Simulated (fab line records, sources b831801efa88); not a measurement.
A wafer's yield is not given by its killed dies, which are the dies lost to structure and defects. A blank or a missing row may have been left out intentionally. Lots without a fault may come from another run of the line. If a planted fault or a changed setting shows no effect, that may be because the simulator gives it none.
2 desks looking at one fault    flow gf180mcu    each desk has only its own numbers; what lay behind them comes last

== FROM THE METROLOGY DESK ==
Lot by lot, what the gauges showed, no matter which tool ran the lot: averages of those sampled wafers that carry a number. A lot is out of limits, marked OUT, if its mean lies more than 4 standard deviations from the usual mean; the brackets give that distance.
Columns: A = cd nm at GF_SAB_CD_MEAS_09, usual 418.0 nm; B = SAB_OVL at GF_SAB_OVL_MEAS_10, usual 0.3 nm
lot   first seen here  A      B
L822  day 17 14:47     415.3  -0.7
L826  day 19 01:23     417.9  -0.4
L833  day 21 12:22     419.8  1.7
L834  day 21 21:28     419.6  0.6
L835  day 22 08:43     416.1  1.0
L836  day 22 15:23     416.0  0.5
This desk's finding: nothing out of limits on any of the 6 lots.

== DESK OF THE TOOL OWNER: pvd sputter-04 ==
The tool's own readings at GF_SALICIDE_SPUTTER_02 (material Co, target thk 10 nm, time 20 s): means of the sampled wafers that have a number, for each lot that ran on this tool. A lot is out of limits, marked OUT, if its mean lies more than 4 standard deviations from the usual mean; the brackets give that distance.
Columns: A = throttle valve pct at GF_SALICIDE_SPUTTER_02, usual 30.4 %
lot   first seen here  A
L822  day 17 15:14     30.2
L833  day 21 12:50     30.7
L835  day 22 09:11     30.2
This desk's finding: nothing out of limits on any of the 3 lots.

== ALL TOGETHER ==
From the metrology desk's view, nothing was out of limits.
The tool owner's desk saw nothing out of limits.

== WHAT THE SIMULATOR HAD INSERTED ==
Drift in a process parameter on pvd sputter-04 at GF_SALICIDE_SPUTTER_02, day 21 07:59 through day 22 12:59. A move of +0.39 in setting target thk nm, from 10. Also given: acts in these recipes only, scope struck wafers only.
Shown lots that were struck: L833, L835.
